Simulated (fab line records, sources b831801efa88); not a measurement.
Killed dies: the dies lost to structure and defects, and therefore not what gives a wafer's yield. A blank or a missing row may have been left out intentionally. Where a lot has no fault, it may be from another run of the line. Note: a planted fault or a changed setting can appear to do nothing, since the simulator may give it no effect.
One fault through the eyes of 2 desks	flow sky130	each desk has only its own numbers; what lay behind them comes last

## TOOL OWNER'S DESK, pvdSputter-04
The tool's own readings at SKY_CAP2M_SPUTTER_02 (material TiN, target thk 200 nm, time 166.7 s): means of the sampled wafers that have a number, for each lot that ran on this tool. The brackets show how far a lot's mean lies from the usual mean; more than 4 standard deviations puts the lot out of limits, marked OUT.
Columns: A = cathodeDcPowerW at SKY_CAP2M_SPUTTER_02, usual 6500.0 W; B = throttleValvePct at SKY_CAP2M_SPUTTER_02, usual 29.9 %
lot	first seen here	A	B
L104	day 40 18:11	6501.0	29.5
L109	day 43 03:24	6499.4	29.5
L122	day 46 04:11	6331.4 (-99 or more) OUT	29.2
L121	day 46 04:35	6444.2 (-46) OUT	29.6
This desk's finding: out of limits on L121, L122; first on L122, day 46 04:11 (cathodeDcPowerW at SKY_CAP2M_SPUTTER_02). Within limits: L104, L109.

## FROM THE METROLOGY DESK
What the gauges read, lot by lot, whatever tool the lot ran on: means of the sampled wafers that have a number. The brackets show how far a lot's mean lies from the usual mean; more than 4 standard deviations puts the lot out of limits, marked OUT. It has 8 readings; the 7 that lie furthest out on some lot are the ones shown.
Columns: A = VIA3_W_RS at SKY_VIA3_RS_MEAS_22, usual 0.294 ohm/sq; B = VIA3_W_THK at SKY_VIA3_THK_MEAS_23, usual 401 nm; C = CAP2M_TIN_RS at SKY_CAP2M_RS_MEAS_03, usual 6.94 ohm/sq; D = CAP2M_TIN_THK at SKY_CAP2M_THK_MEAS_04, usual 196.0 nm; E = CAP2M_OVL at SKY_CAP2M_OVL_MEAS_12, usual 0.8 nm; F = cdNm at SKY_METAL4_CD_MEAS_13, usual 300.8 nm; G = METAL4_OVL at SKY_METAL4_OVL_MEAS_14, usual 3 nm
lot	first seen here	A	B	C	D	E	F	G
L103	day 40 15:04	0.293	411	6.98	194.8	-0.8	300.9	1
L104	day 40 17:31	0.298	400	7.02	194.1	1.5	300.0	6
L109	day 43 02:43	0.290	413	6.94	194.9	1.9	301.9	4
L122	day 46 03:27	0.296	393	7.09	192.1	1.9	302.6	4
L121	day 46 03:45	0.294	395	7.02	193.7	0.3	298.7	8
L123	day 46 05:23	0.295	393	6.92	196.3	2.2	300.1	6
This desk's finding: nothing out of limits on any of the 6 lots.

## ALL TOGETHER
The tool owner's desk could have raised an alarm at day 46 04:11, on L121, L122.
At the metrology desk, nothing out of limits was observed.
The metrology desk holds a record of L121, L122, inside its limits.
Every lot named ran SKY_CAP2M_SPUTTER_02 on pvdSputter-04.

## WHAT THE SIMULATOR HAD INSERTED
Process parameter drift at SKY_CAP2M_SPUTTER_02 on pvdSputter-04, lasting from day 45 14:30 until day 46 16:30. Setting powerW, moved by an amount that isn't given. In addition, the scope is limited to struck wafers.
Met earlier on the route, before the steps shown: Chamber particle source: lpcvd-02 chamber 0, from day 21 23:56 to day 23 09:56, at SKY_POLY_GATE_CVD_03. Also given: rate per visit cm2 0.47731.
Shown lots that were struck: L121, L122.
Each desk's first reading out of limits, in hours after the fault started: the tool owner's desk, 14.
